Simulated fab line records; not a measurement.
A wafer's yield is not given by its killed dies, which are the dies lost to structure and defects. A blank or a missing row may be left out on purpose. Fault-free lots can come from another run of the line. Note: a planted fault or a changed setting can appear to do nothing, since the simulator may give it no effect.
fab line records	flow sky130
[record] lots = 6	wafers = 18	last_day = 49
route steps=708 shown CONTACT@412 PAD_OPEN@708
lots with no fault: from the same line, run without faults
start_h: start of the lot's first displayed wafer, in hours after the record's first day	wait_h: hours since the lot's step before	" unchanged from the row above	L1.1+2: a single row standing in for several wafers	- value missing, or start not given	* or withheld: withheld	< > ~ a bound
route shown NAME@n: a module of which the file shows steps, and the number in the route of the first	usual: average and standard deviation across the fault-free wafers	same: alike in all rows	chamber/n: place in a boat	sites: readings site by site	_std_site: the standard deviation of these	_edge_site: the outer-site mean with the inner-site mean subtracted	radius_mm: how far each site lies from the wafer's centre	mask NAME#n: copy n	behind: tool/chamber where the wafer was last shaped	hold: reason for holding the lot/hours on hold/outcome of the hold	device: which transistor (n, p or np) failed to switch	end of line: tests run on the same wafers once the route is complete	a step without rows: its recipe alone	killed: at the first sort, the dies lost to defects and structure; wafer yield is something else	map: dies across one wafer; x = killed, . = not, _ = none there
set.NAME: setting as actually run; set.NAME@STEP: the setting as run at that earlier step	model.NAME: the simulator's own value behind a step, which no gauge read
a table for each step, a row for each wafer; lots at some steps of the route
services: from which hour (start_h, from the record's first day; less than 0 if before it) a tool's chamber was out of use, for how many hours, and why
[[steps]]
[step SKY_CONTACT_DEHYDRATE_06]
[recipe] temp_c = 200	time_s = 60
[step SKY_CONTACT_HMDS_07]
[recipe] prime_time_s = 60	prime_temp_c = 120
[step SKY_CONTACT_COAT_08]
[recipe] resist = BARC	temp_c = withheld	time_s = withheld	spin_rpm = 3000	resist_thk_nm = 60
[step SKY_CONTACT_COAT_09]
[recipe] resist = KrF-thick	spin_rpm = 3000	resist_thk_nm = 450
[step SKY_CONTACT_SOFTBAKE_10]
[recipe] temp_c = 100	time_s = 90	resist = KrF-thick
[step SKY_CONTACT_EXPOSE_11]
[recipe] mask_id = CTM1	na = 0.8	source_shape = annular	sigma_inner = 0.55	sigma_outer = 0.85	target_cd_nm = 170	dose_mj = 38
[step SKY_CONTACT_PEB_12]
[recipe] peb_temp_c = withheld	peb_time_s = withheld	resist = KrF-thick
[step SKY_CONTACT_DEVELOP_13]
[recipe] develop_time_s = 60	resist = KrF-thick	dev_temp_c = 21
[step SKY_CONTACT_CD_MEAS_14]
[recipe] target_cd_nm = 170
[usual] cd_nm = 170.0/1.4
lot.wafer	tool	chamber	start_h	wait_h	cd_nm
L121.2	cd_sem-01	-	786.30	-	171.1
L121.4	"	-	"	"	170.7
L121.6	"	-	"	"	169.9
L124.2	cd_sem-02	-	814.71	-	171.3
L124.3	"	-	"	"	169.8
L124.6	"	-	"	"	170.4
L131.1	cd_sem-02	-	864.63	-	169.5
L131.3	"	-	"	"	168.9
L131.4	"	-	"	"	168.7
L133.2	cd_sem-02	-	878.71	-	171.2
L133.3	"	-	"	"	170.0
L133.6	"	-	"	"	169.9
L134.1	cd_sem-01	-	883.54	-	171.2
L134.2	"	-	"	"	169.9
L134.5	"	-	"	"	169.7
L135.2	cd_sem-01	-	885.11	-	169.7
L135.5	"	-	"	"	170.3
L135.6	"	-	"	"	169.6
[step SKY_CONTACT_OVL_MEAS_15]
[usual] CONTACT_OVL = 0/5
lot.wafer	tool	chamber	start_h	wait_h	CONTACT_OVL[nm]
L121.2	overlay-01	-	786.41	0.1	-5
L121.4	"	-	"	"	-5
L121.6	"	-	"	"	-1
L124.2	overlay-02	-	814.82	0.1	3
L124.3	"	-	"	"	5
L124.6	"	-	"	"	8
L131.1	overlay-02	-	864.75	0.1	1
L131.3	"	-	"	"	-2
L131.4	"	-	"	"	-2
L133.2	overlay-02	-	878.82	0.1	3
L133.3	"	-	"	"	7
L133.6	"	-	"	"	6
L134.1	overlay-02	-	883.66	0.1	5
L134.2	"	-	"	"	3
L134.5	"	-	"	"	5
L135.2	overlay-02	-	885.22	0.1	6
L135.5	"	-	"	"	6
L135.6	"	-	"	"	6
[step SKY_CONTACT_ETCH_16]
[recipe] chemistry = N2/H2	target = BARC	ion_energy_ev = 200	source_w = 500	bias_w = 100	pressure_mtorr = 30	n2_flow_sccm = 100	h2_flow_sccm = 200	stop_on = SiO2	time_s = 45.9	target_depth_a = 600
[usual] bias_w = 100.01/0.28	drypump_motor_current_A = 5.7/0.35	oes_product_au = 0.854/0.005	throttle_valve_pct = 13.224/0.0098
lot.wafer	tool	chamber	start_h	wait_h	bias_w	drypump_motor_current_A	oes_product_au	rf_hours_counter_h	throttle_valve_pct
L121.2	rie_diel-03	3	786.44	0.0	99.96	6.0	0.851	12	13.214
L121.4	"	1	"	"	99.74	5.8	0.851	11	13.241
L121.6	"	0	"	"	100.13	6.2	0.851	-	13.218
L124.2	rie_diel-02	0	814.85	0.0	99.96	5.5	0.852	18	13.217
L124.3	"	2	"	"	99.67	5.3	0.860	4	13.225
L124.6	"	0	"	"	99.61	5.4	0.860	-	13.221
L131.1	rie_diel-02	1	864.79	0.0	100.15	5.8	0.848	17	13.219
L131.3	"	3	"	"	99.66	5.5	0.851	3	13.217
L131.4	"	0	"	"	99.99	5.4	0.851	20	13.237
L133.2	rie_diel-04	2	878.85	0.0	100.19	5.2	0.859	9	13.218
L133.3	"	0	"	"	100.02	6.2	0.851	23	13.224
L133.6	"	3	"	"	100.38	6.0	0.849	-	13.223
L134.1	rie_diel-02	2	883.70	0.0	100.22	5.3	0.857	7	13.216
L134.2	"	3	"	"	100.58	5.5	0.853	4	13.231
L134.5	"	2	"	"	99.62	5.3	0.853	-	13.228
L135.2	rie_diel-03	1	885.25	0.0	100.04	5.8	0.855	15	13.228
L135.5	"	0	"	"	99.88	6.1	0.857	-	13.224
L135.6	"	3	"	"	100.10	6.0	0.849	-	13.227
[step SKY_CONTACT_ETCH_17]
[recipe] target = SiO2	chemistry = C4F8/O2/Ar	stop_on = Si3N4	mask_material = KrF-thick	source_w = 1500	bias_w = 1200	pressure_mtorr = 40	c4f8_flow_sccm = withheld	O2_flow_sccm = 6	Ar_flow_sccm = 300	time_s = withheld	target_depth_a = 3400
[usual] bias_w = 1200/3.6	oes_product_au = 0.892/0.0046
lot.wafer	tool	chamber	start_h	wait_h	bias_w	oes_product_au
L121.2	rie_diel-03	3	786.48	0.0	1205	0.896
L121.4	"	1	"	"	1205	0.884
L121.6	"	0	"	"	1198	0.897
L124.2	rie_diel-02	0	814.89	0.0	1199	0.897
L124.3	"	2	"	"	1194	0.888
L124.6	"	0	"	"	1201	0.891
L131.1	rie_diel-02	1	864.83	0.0	1201	0.888
L131.3	"	3	"	"	1203	0.899
L131.4	"	0	"	"	1198	0.890
L133.2	rie_diel-04	2	878.89	0.0	1194	0.891
L133.3	"	0	"	"	1197	0.891
L133.6	"	3	"	"	1205	0.895
L134.1	rie_diel-02	2	883.74	0.0	1199	0.895
L134.2	"	3	"	"	1207	0.877
L134.5	"	2	"	"	1204	0.892
L135.2	rie_diel-03	1	885.29	0.0	1203	0.900
L135.5	"	0	"	"	1200	0.891
L135.6	"	3	"	"	1193	0.889
[step SKY_CONTACT_ETCH_18]
[recipe] target = Si3N4	chemistry = CHF3/O2	stop_on = TiN	source_w = 600	bias_w = 200	pressure_mtorr = 40	chf3_flow_sccm = 50	O2_flow_sccm = 5	time_s = 39	target_depth_a = 750
[usual] bias_w = 200.0/0.63	drypump_motor_current_A = 5.7/0.35	oes_product_au = 0.855/0.0083	throttle_valve_pct = 8.794/0.0095
lot.wafer	tool	chamber	start_h	wait_h	bias_w	drypump_motor_current_A	oes_product_au	rf_hours_counter_h	throttle_valve_pct	model.KrF-thick_of_CONTACT_COAT_09.thk_nm	model.TiN_of_LOCAL_INTERCONNECT_SPUTTER_00.thk_nm
L121.2	rie_diel-03	3	786	-	200.5	6.0	0.841	12	8.798	236.1	99.01
L121.4	"	1	"	"	200.2	5.8	0.856	11	8.788	244.2	99.59
L121.6	"	0	"	"	199.9	6.1	0.854	-	8.777	240.1	98.26
L124.2	rie_diel-02	0	814	-	200.2	5.4	0.841	18	8.795	242.3	98.92
L124.3	"	2	"	"	200.5	5.3	0.856	4	8.789	245.6	97.38
L124.6	"	0	"	"	200.5	5.4	0.863	-	8.803	242.8	98.38
L131.1	rie_diel-02	1	864	-	363.6	5.8	0.849	17	8.792	218.9	96.49
L131.3	"	3	"	"	364.7	5.5	0.847	3	8.781	226.6	95.46
L131.4	"	0	"	"	363.8	5.4	0.852	20	8.787	223.5	97.31
L133.2	rie_diel-04	2	878	-	200.1	5.2	0.849	9	8.800	237.6	101
L133.3	"	0	"	"	200.9	6.1	0.836	23	8.789	240.8	100.3
L133.6	"	3	"	"	201.1	6.0	0.849	-	8.791	240.4	100.8
L134.1	rie_diel-02	2	883	-	365.2	5.3	0.866	7	8.796	225.4	98.15
L134.2	"	3	"	"	363.8	5.5	0.859	4	8.794	227.2	98.61
L134.5	"	2	"	"	364.3	5.3	0.858	-	8.787	227.7	98.47
L135.2	rie_diel-03	1	885	-	199.3	5.8	0.839	15	8.790	248	97.76
L135.5	"	0	"	"	200.6	6.0	0.856	-	8.792	240.9	97.73
L135.6	"	3	"	"	199.4	6.0	0.840	-	8.786	242.3	98.59
[step SKY_CONTACT_STRIP_19]
[recipe] chemistry = O2/N2	power_w = 1400	pressure_mtorr = 1500	platen_temp_c = withheld	o2_flow_sccm = 3000	n2_flow_sccm = 300	overash_fraction = 0.5
[usual] drypump_motor_current_A = 5.5/0.51	oes_product_au = 0.381/0.0044	strip_time_to_endpoint_s = 3.61/0.042
[same] overash_fraction = 0.5
lot.wafer	tool	chamber	start_h	wait_h	drypump_motor_current_A	oes_product_au	rf_hours_counter_h	strip_time_to_endpoint_s
L121.2	plasma_asher-04	1	786.57	-	5.4	0.377	97	3.53
L121.4	"	0	"	"	4.7	0.381	-	3.63
L121.6	"	1	"	"	5.4	0.372	-	3.60
L124.2	plasma_asher-03	0	814.98	-	5.6	0.379	70	3.61
L124.3	"	1	"	"	5.5	0.380	-	3.66
L124.6	"	0	"	"	5.6	0.381	-	3.61
L131.1	plasma_asher-04	1	864.92	-	5.4	0.365	105	3.37
L131.3	"	0	"	"	4.7	0.379	-	3.44
L131.4	"	1	"	"	5.3	0.370	-	3.41
L133.2	plasma_asher-03	0	878.98	-	5.6	0.376	77	3.56
L133.3	"	1	"	"	5.5	0.374	-	3.59
L133.6	"	1	"	"	5.5	0.386	-	3.60
L134.1	plasma_asher-02	1	883.83	-	6.1	0.373	45	3.42
L134.2	"	0	"	"	6.6	0.376	45	3.47
L134.5	"	1	"	"	6.1	0.378	-	3.45
L135.2	plasma_asher-03	1	885.38	-	5.5	0.383	77	3.68
L135.5	"	0	"	"	5.6	0.380	-	3.60
L135.6	"	1	"	"	5.5	0.382	-	3.60
[step SKY_CONTACT_STRIP_20]
[recipe] chemistry = post_etch_residue_remover	time_s = 1200	temp_c = 72.5
[step SKY_PAD_OPEN_PROBE_99]
[usual] killed_at_M0_to_M3 = 42/7.6	killed_at_M4_up = 2.9/1.7	killed_at_contacts = 24/5.1	killed_at_front_end = 15/4	killed_at_other = 0.2/0.38	killed_dies = 84/9.9	killed_on_rim = 16/4	killed_open = 46/7.2	killed_short = 38/6.6
[same] gross_dies = 492	killed_at_back_side = 0
lot.wafer	tool	chamber	start_h	wait_h	killed_at_M0_to_M3	killed_at_M4_up	killed_at_contacts	killed_at_front_end	killed_at_other	killed_dies	killed_on_rim	killed_open	killed_short
L121.2	prober-02	-	1116.39	0.1	46	3	30	26	0	105	18	46	59
L121.4	prober-02	-	1116.49	0.2	36	7	32	18	0	93	22	50	43
L121.6	prober-02	-	1116.59	0.2	53	4	27	10	0	94	18	48	46
L124.2	prober-01	-	1135.87	0.1	31	2	22	13	0	68	16	39	29
L124.3	prober-01	-	1135.92	0.2	55	2	17	12	0	86	19	44	42
L124.6	prober-01	-	1136.07	0.2	30	2	28	17	0	77	11	34	43
L131.1	prober-02	-	1169.45	0.1	41	3	12	16	1	73	18	45	28
L131.3	prober-02	-	1169.55	0.2	46	5	23	9	0	83	14	51	32
L131.4	prober-02	-	1169.60	0.2	53	7	23	10	0	93	18	44	49
L133.2	prober-02	-	1182.35	0.1	43	6	24	13	0	86	14	45	40
L133.3	prober-02	-	1182.40	0.2	34	3	21	14	1	73	14	34	39
L133.6	prober-02	-	1182.55	0.2	38	6	22	14	0	80	15	41	39
L134.1	prober-01	-	1182.80	0.1	53	2	23	13	0	91	13	51	40
L134.2	prober-01	-	1182.85	0.1	43	5	16	20	0	84	9	45	39
L134.5	prober-01	-	1183.00	0.2	36	5	29	17	1	88	15	48	40
L135.2	prober-02	-	1184.60	0.1	44	4	24	23	0	95	22	49	46
L135.5	prober-02	-	1184.75	0.2	54	3	26	15	0	98	22	52	46
L135.6	prober-02	-	1184.80	0.2	39	2	18	14	0	73	14	42	31
// killed by level:class
L121.2 VIA1:geometric_particle:open=11 FIELD_ISO:geometric_particle:open=9 LOCAL_INTERCONNECT:geometric_particle:short=8 VIA1:geometric_particle:short=8 FIELD_ISO:geometric_particle:short=7 CONTACT:geometric_particle:open=7 METAL2:geometric_particle:short=7 VIA3:geometric_particle:open=6
L121.4 CONTACT:geometric_particle:open=13 VIA1:geometric_particle:open=7 CONTACT:geometric_particle:short=7 VIA3:geometric_particle:open=7 FIELD_ISO:geometric_particle:short=6 VIA3:geometric_particle:short=6 VIA2:geometric_particle:open=5 METAL4:geometric_particle:short=5
L121.6 CONTACT:geometric_particle:open=13 VIA1:geometric_particle:open=11 METAL2:geometric_particle:short=9 VIA3:geometric_particle:open=7 CONTACT:geometric_particle:short=6 VIA1:geometric_particle:short=5 VIA3:geometric_particle:short=5 LI_CONTACT:geometric_particle:short=4
L124.2 CONTACT:geometric_particle:open=8 LI_CONTACT:geometric_particle:open=7 VIA1:geometric_particle:open=6 METAL2:geometric_particle:short=5 VIA2:geometric_particle:open=4 VIA3:geometric_particle:open=4 POLY_GATE:geometric_particle:short=3 POLY_GATE:geometric_particle:open=3
L124.3 VIA3:geometric_particle:open=9 VIA1:geometric_particle:open=9 VIA2:geometric_particle:open=7 LOCAL_INTERCONNECT:geometric_particle:short=5 VIA1:geometric_particle:short=5 CONTACT:geometric_particle:open=5 METAL1:geometric_particle:short=5 METAL2:geometric_particle:short=5
L124.6 CONTACT:geometric_particle:short=10 POLY_GATE:geometric_particle:short=7 LI_CONTACT:geometric_particle:open=7 CONTACT:geometric_particle:open=6 VIA1:geometric_particle:open=5 METAL1:geometric_particle:short=4 VIA1:geometric_particle:short=4 METAL3:geometric_particle:short=4
L131.1 VIA1:geometric_particle:open=10 VIA3:geometric_particle:open=10 VIA2:geometric_particle:open=7 POLY_GATE:geometric_particle:short=5 LI_CONTACT:geometric_particle:open=5 POLY_GATE:geometric_particle:open=4 VIA1:geometric_particle:short=4 FIELD_ISO:geometric_particle:open=3
L131.3 VIA1:geometric_particle:open=14 CONTACT:geometric_particle:open=9 VIA2:geometric_particle:open=7 VIA3:geometric_particle:open=7 LI_CONTACT:geometric_particle:open=6 METAL2:geometric_particle:short=6 METAL1:geometric_particle:short=5 LOCAL_INTERCONNECT:geometric_particle:short=3
L131.4 VIA1:geometric_particle:open=13 LI_CONTACT:geometric_particle:open=8 METAL2:geometric_particle:short=7 VIA2:geometric_particle:open=7 METAL3:geometric_particle:short=7 VIA1:geometric_particle:short=6 LOCAL_INTERCONNECT:geometric_particle:short=5 CONTACT:geometric_particle:open=5
L133.2 METAL1:geometric_particle:short=12 CONTACT:geometric_particle:open=11 VIA1:geometric_particle:open=8 VIA2:geometric_particle:open=8 FIELD_ISO:geometric_particle:open=4 LI_CONTACT:geometric_particle:open=4 POLY_CUT:geometric_particle:short=3 CONTACT:geometric_particle:short=3
L133.3 CONTACT:geometric_particle:open=9 VIA1:geometric_particle:open=6 METAL2:geometric_particle:short=6 POLY_GATE:geometric_particle:short=5 LI_CONTACT:geometric_particle:open=5 CONTACT:geometric_particle:short=4 METAL1:geometric_particle:short=4 FIELD_ISO:geometric_particle:short=3
L133.6 VIA1:geometric_particle:open=8 VIA2:geometric_particle:open=8 LI_CONTACT:geometric_particle:open=6 LOCAL_INTERCONNECT:geometric_particle:short=6 CONTACT:geometric_particle:open=5 METAL1:geometric_particle:short=5 METAL2:geometric_particle:short=5 METAL4:geometric_particle:short=5
L134.1 VIA1:geometric_particle:open=12 VIA1:geometric_particle:short=10 CONTACT:geometric_particle:open=8 VIA2:geometric_particle:open=7 FIELD_ISO:geometric_particle:open=6 LI_CONTACT:geometric_particle:open=6 CONTACT:geometric_particle:short=5 METAL3:geometric_particle:short=5
L134.2 VIA1:geometric_particle:open=13 VIA3:geometric_particle:open=7 POLY_GATE:geometric_particle:short=6 LI_CONTACT:geometric_particle:open=6 VIA2:geometric_particle:open=6 VIA1:geometric_particle:short=5 FIELD_ISO:geometric_particle:open=4 FIELD_ISO:geometric_particle:short=4
L134.5 CONTACT:geometric_particle:open=10 FIELD_ISO:geometric_particle:open=6 CONTACT:geometric_particle:short=6 VIA1:geometric_particle:open=6 LI_CONTACT:geometric_particle:open=5 METAL1:geometric_particle:short=5 VIA2:geometric_particle:open=5 VIA3:geometric_particle:open=5
L135.2 CONTACT:geometric_particle:open=9 METAL2:geometric_particle:short=9 VIA1:geometric_particle:open=9 FIELD_ISO:geometric_particle:open=6 VIA3:geometric_particle:open=5 METAL1:geometric_particle:short=5 VIA1:geometric_particle:short=5 VIA2:geometric_particle:open=5
L135.5 CONTACT:geometric_particle:open=12 VIA1:geometric_particle:open=10 METAL2:geometric_particle:short=10 VIA2:geometric_particle:open=9 LI_CONTACT:geometric_particle:open=5 VIA1:geometric_particle:short=5 VIA2:geometric_particle:short=5 LI_CONTACT:geometric_particle:short=4
L135.6 VIA1:geometric_particle:open=10 CONTACT:geometric_particle:open=9 VIA2:geometric_particle:open=9 FIELD_ISO:geometric_particle:short=6 METAL1:geometric_particle:short=5 METAL2:geometric_particle:short=4 FIELD_ISO:geometric_particle:open=3 LOCAL_INTERCONNECT:geometric_particle:open=3
[[services]]
tool	chamber	start_h	hours	kind
rie_diel-02	3	793.05	4.7	repair
rie_diel-03	1	795.40	7.5	repair
rie_diel-04	0	813.87	4.2	repair
rie_diel-04	1	814.40	4.0	repair
rie_diel-04	2	830.99	3.2	repair
rie_diel-03	-	846.57	0.5	repair
rie_diel-04	0	853.94	8.6	repair
rie_diel-04	0	865.71	4.8	repair
rie_diel-02	0	866.96	3.0	repair
[[key]]
[first_sign] step = SKY_CONTACT_ETCH_18	reading = bias_w	direction = up	sigmas = 99+	usual = 200.0	struck = 364.2
[effect] step = SKY_CONTACT_STRIP_19	reading = strip_time_to_endpoint_s	direction = down	sigmas = 4.3	usual = *	struck = *
[model_effect] step = SKY_CONTACT_ETCH_18	value = KrF-thick_of_CONTACT_COAT_09.thk_nm	without = 244.7	struck = 224.9
met_at SKY_CONTACT_ETCH_18
struck_wafers L131.1,L131.3,L131.4,L134.1,L134.2,L134.5
tester_left_out L131,L134
onset_between 814 864
[fault] kind = process_parameter_drift	tool = rie_diel-02	chamber = -	onset_h = 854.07	steps = SKY_CONTACT_ETCH_18	channel = bias_w	offset = 163.98	shape = step	end_h = 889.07	acts_in = these_recipes_only	stated = 200
// tester_left_out: of these lots the tester's yield and bins aren't shown, on N5 and GAA mostly nor the transistor test; their killed dies are dies lost to structure and defects alone, not to doping, threshold or leakage, so they don't give the yield
